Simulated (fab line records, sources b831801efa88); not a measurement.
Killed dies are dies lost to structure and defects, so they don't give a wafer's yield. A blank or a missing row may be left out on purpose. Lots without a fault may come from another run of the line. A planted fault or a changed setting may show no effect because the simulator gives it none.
One fault seen from 2 desks | flow gf180mcu | each desk has only its own numbers; what lay behind them comes last

THE TOOL OWNER'S DESK: pvd_sputter-01
The tool's own readings at GF_M4_SPUTTER_04 (material TiN, target thk 50 nm, time 41.7 s): means of the sampled wafers that have a number, for each lot that ran on this tool. A lot is out of limits, marked OUT, if its mean lies more than 4 standard deviations from the usual mean; the brackets give that distance.
Columns: A = cathode_dc_power_W at GF_M4_SPUTTER_04, usual 6500.0 W; B = throttle_valve_pct at GF_M4_SPUTTER_04, usual 29.8 %
lot  | first seen here | A                        | B
L186 | day 24 05:25    | 6501.6                   | 29.6
L191 | day 26 07:52    | 6293.3 (-99 or more) OUT | 30.2
L192 | day 26 19:44    | 6291.6 (-99 or more) OUT | 29.8
This desk's finding: out of limits on L191, L192; first on L191, day 26 07:52 (cathode_dc_power_W at GF_M4_SPUTTER_04). In limits: L186.

THE METROLOGY DESK
What the gauges read, lot by lot, whatever tool the lot ran on: means of the sampled wafers that have a number. A lot is out of limits, marked OUT, if its mean lies more than 4 standard deviations from the usual mean; the brackets give that distance. Of its 9 readings 7 are shown: those that lie furthest out on some lot.
Columns: A = V3_W_RS at GF_V3_RS_MEAS_24, usual 0.327 ohm/sq; B = V3_W_THK at GF_V3_THK_MEAS_25, usual 358 nm; C = M4_ALCU_RS at GF_M4_RS_MEAS_05, usual 0.0690 ohm/sq; D = M4_ALCU_THK at GF_M4_THK_MEAS_06, usual 450 nm; E = cd_nm at GF_M4_CD_MEAS_14, usual 279.5 nm; F = M4_OVL at GF_M4_OVL_MEAS_15, usual -1 nm; G = V4_BOW at GF_V4_BOW_MEAS_05, usual 133 um
lot  | first seen here | A     | B   | C      | D   | E     | F  | G
L182 | day 22 19:26    | 0.332 | 350 | 0.0702 | 445 | 279.9 | -6 | 126
L186 | day 24 04:47    | 0.333 | 350 | 0.0687 | 450 | 280.1 | -4 | 134
L191 | day 26 07:13    | 0.331 | 352 | 0.0693 | 448 | 280.5 | 0  | 124
L192 | day 26 19:03    | 0.326 | 360 | 0.0697 | 445 | 278.6 | -7 | 141
L196 | day 27 21:21    | 0.321 | 365 | 0.0694 | 448 | 277.7 | -7 | 140
L201 | day 29 01:26    | 0.322 | 361 | 0.0684 | 455 | 280.5 | 3  | 134
This desk's finding: nothing out of limits on any of the 6 lots.

PUT TOGETHER
The tool owner's desk could have raised an alarm at day 26 07:52, on L191, L192.
The metrology desk saw nothing out of limits.
The metrology desk has L191, L192 on record, within its limits.
Of the lots named, all ran GF_M4_SPUTTER_04 on pvd_sputter-01.

WHAT THE SIMULATOR HAD PUT IN
Process parameter drift: pvd_sputter-01, from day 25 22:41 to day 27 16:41, at GF_M4_SPUTTER_04. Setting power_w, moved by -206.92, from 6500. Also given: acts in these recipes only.
Lots struck among those shown: L191, L192.
Hours from the fault's start to each desk's first reading out of limits: the tool owner's desk, 9.
